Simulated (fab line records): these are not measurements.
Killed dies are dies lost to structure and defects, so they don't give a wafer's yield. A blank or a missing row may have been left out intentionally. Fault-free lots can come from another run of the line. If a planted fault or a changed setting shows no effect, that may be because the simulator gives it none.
Struck lot and sound lot, side by side ; flow sky130 ; 31 steps out of a route of 708
Sound: these wafers, L321.2, L321.3, L321.6. Wafers L319.1, L319.4, L319.5 were the ones struck. The cause is named last.
At each step with rows: each side's tool, then ch and its chambers, then its first start. Under that, the readings that differ: sound wafers ; struck wafers ; difference of the means ; sigmas: that difference in standard deviations of wafers without a fault.
alike: readings whose means differ by less than 2 such deviations, and words and numbers that are the same on both sides. not compared: withheld readings, readings that some wafer has no value for, bounds like >300 that may hide the same value, and numbers for which the record gives no deviation and whose values overlap.
The two part at a step that has a row with sigmas, a row that says differs or no value, or rows on one side only. When numbers do not overlap yet have no deviation, they are printed without sigmas and do not part them. A reading missing from all wafers of one side parts the sides only when that side holds two or more wafers.

first, 1 step without rows for these wafers: SKY_PWDE_IMPLANT_08.
SKY_PWDE_STRIP_09: strips in O2/N2.
  sound on plasma-asher-01 ch 0, day 7 06:37; struck on plasma-asher-02 ch 0,1, day 6 17:28
  alike: drypump-motor-current-A, oes-product-au, strip-time-to-endpoint-s
  not compared: rf-hours-counter-h
SKY_PWDE_TW_MEAS_10:
  struck on film-metro-02, day 6 17:34; sound on film-metro-02, day 7 06:43
  alike: PWDE_TW
then, 7 steps without rows for these wafers: SKY_NWELL_DEHYDRATE_03 (time 60 s); SKY_NWELL_HMDS_04 (prime time 60 s); SKY_NWELL_COAT_05 (resist thk 3000 nm); SKY_NWELL_SOFTBAKE_06; SKY_NWELL_EXPOSE_07 (exposes mask NWM, target cd 840 nm); SKY_NWELL_PEB_08; SKY_NWELL_DEVELOP_09 (develop time 60 s).
SKY_NWELL_OVL_MEAS_10:
  struck on overlay-02, day 7 13:14; sound on overlay-02, day 8 03:03
  alike: NWELL_00_OVL
next, for these wafers, 1 step has no rows: SKY_NWELL_IMPLANT_11.
SKY_NWELL_IMPLANT_12:
  sound on implanter-03 ch 0, day 8 03:15; struck on implanter-01 ch 0, day 7 13:26
reading;sound;struck;difference;sigmas
dose-ions-cm2;1.3017e+12 1.2988e+12 1.3021e+12;1.6422e+12 1.6435e+12 1.6439e+12;+3.4233e+11;+99 or more
faraday-current-uA;7.45 7.21 7.20;9.30 9.31 9.34;+2.03;+16
next, for these wafers, 1 step has no rows: SKY_NWELL_IMPLANT_13.
SKY_NWELL_STRIP_14: strips in O2/N2.
  sound on plasma-asher-04 ch 0,1, day 8 03:32; struck on plasma-asher-04 ch 0, day 7 13:44
  alike: drypump-motor-current-A, oes-product-au, strip-time-to-endpoint-s
  not compared: rf-hours-counter-h
SKY_NWELL_TW_MEAS_15:
  struck on film-metro-04, day 7 13:50; sound on film-metro-04, day 8 03:38
  alike: NWELL_TW
then, 7 steps without rows for these wafers: SKY_NWELL_DEHYDRATE_16 (time 60 s); SKY_NWELL_HMDS_17 (prime time 60 s); SKY_NWELL_COAT_18 (resist thk 3000 nm); SKY_NWELL_SOFTBAKE_19; SKY_NWELL_EXPOSE_20 (exposes mask NWM COMPLEMENT, target cd 840 nm); SKY_NWELL_PEB_21; SKY_NWELL_DEVELOP_22 (develop time 60 s).
SKY_NWELL_OVL_MEAS_23:
  struck on overlay-02, day 8 09:22; sound on overlay-01, day 8 23:08
  alike: NWELL_01_OVL
next, for these wafers, 1 step has no rows: SKY_NWELL_IMPLANT_24.
SKY_NWELL_STRIP_25: strips in O2/N2.
  sound on plasma-asher-01 ch 1, day 8 23:19; struck on plasma-asher-03 ch 0,1, day 8 09:33
reading;sound;struck;difference;sigmas
strip-time-to-endpoint-s (s);36.88 36.97 36.98;36.68 36.78 36.69;-0.23;-2
  alike: drypump-motor-current-A, oes-product-au
  not compared: rf-hours-counter-h
SKY_NWELL_TW_MEAS_26:
  struck on film-metro-04, day 8 09:39; sound on film-metro-02, day 8 23:25
  alike: NWELL_2_TW
then, 1 step without rows for these wafers: SKY_NWELL_CLEAN_27 (cleans in SC1/SC2, time 150 s).
SKY_NWELL_RTA_28: time 30 s.
  sound on rtp-anneal-02 ch 0, day 8 23:35; struck on rtp-anneal-02 ch 0, day 8 09:46
  alike: lamp-power-pct, ramp-up-c-per-s, wafer_temp_C_max
SKY_NWELL_RS_MEAS_29: uses a four-point probe to measure.
  struck on film-metro-02, day 8 09:52; sound on film-metro-01, day 8 23:42
reading;sound;struck;difference;sigmas
NWELL_RS (ohm/sq);622.1 624.9 622.1;611.4 613.3 614.1;-10.1;-5
-- the record jumps here: 40 days lie between the struck wafers' starts before and after (it left off in module NWELL and takes up again in module PAD_OPEN, whose first step shown is number 708 of the route) --
SKY_PAD_OPEN_PROBE_99:
  struck on prober-02, day 48 19:13; sound on prober-02, day 49 05:17
reading;sound;struck;difference;sigmas
model.etest.nfet_16v.r-on-ohm-um;1.413e+04 1.418e+04 1.425e+04;1.382e+04 1.362e+04 1.38e+04;-4.400e+02;
model.etest.pfet-g5v0d10v5.r-on-ohm-um;4726 4771 4769;4844 4836 4863;+92;
model.etest.pfet-g5v0d10v5.drive-ua-um;346.1 336.5 341.7;333.5 333.6 330.7;-8.8;
model.etest.pfet_01v8_lvt.drive-ua-um;177 174.8 174.7;163.8 163.5 164.1;-11.7;
model.etest.pfet_01v8_lvt.off-log10-a-um;-8.729 -8.603 -8.849;-9.699 -9.81 -9.978;-1.102;
model.etest.pfet-g5v0d10v5.off-log10-a-um;-12.22 -12.65 -12.56;-13.38 -13.3 -13.36;-0.87;
model.etest.ring_5v.delay-ps;44.05 44.99 44.81;45.2 45.82 45.97;+1.0;
  alike: killed_at_M0_to_M3, killed_at_M4_up, killed-at-contacts, killed-at-front-end, killed-at-other, killed-dies, killed-open, killed-short
  not compared: model.etest.tip_p_5v.rs-ohm-sq

## WHERE THEY PART
Last at SKY_NWELL_RS_MEAS_29 as far as this record goes, first at SKY_NWELL_IMPLANT_12. Later steps at which nothing parts them and some readings are alike: SKY_PAD_OPEN_PROBE_99.

WHY: the cause the simulator had injected
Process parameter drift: implanter-01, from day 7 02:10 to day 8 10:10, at SKY_NWELL_IMPLANT_12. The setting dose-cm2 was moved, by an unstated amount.
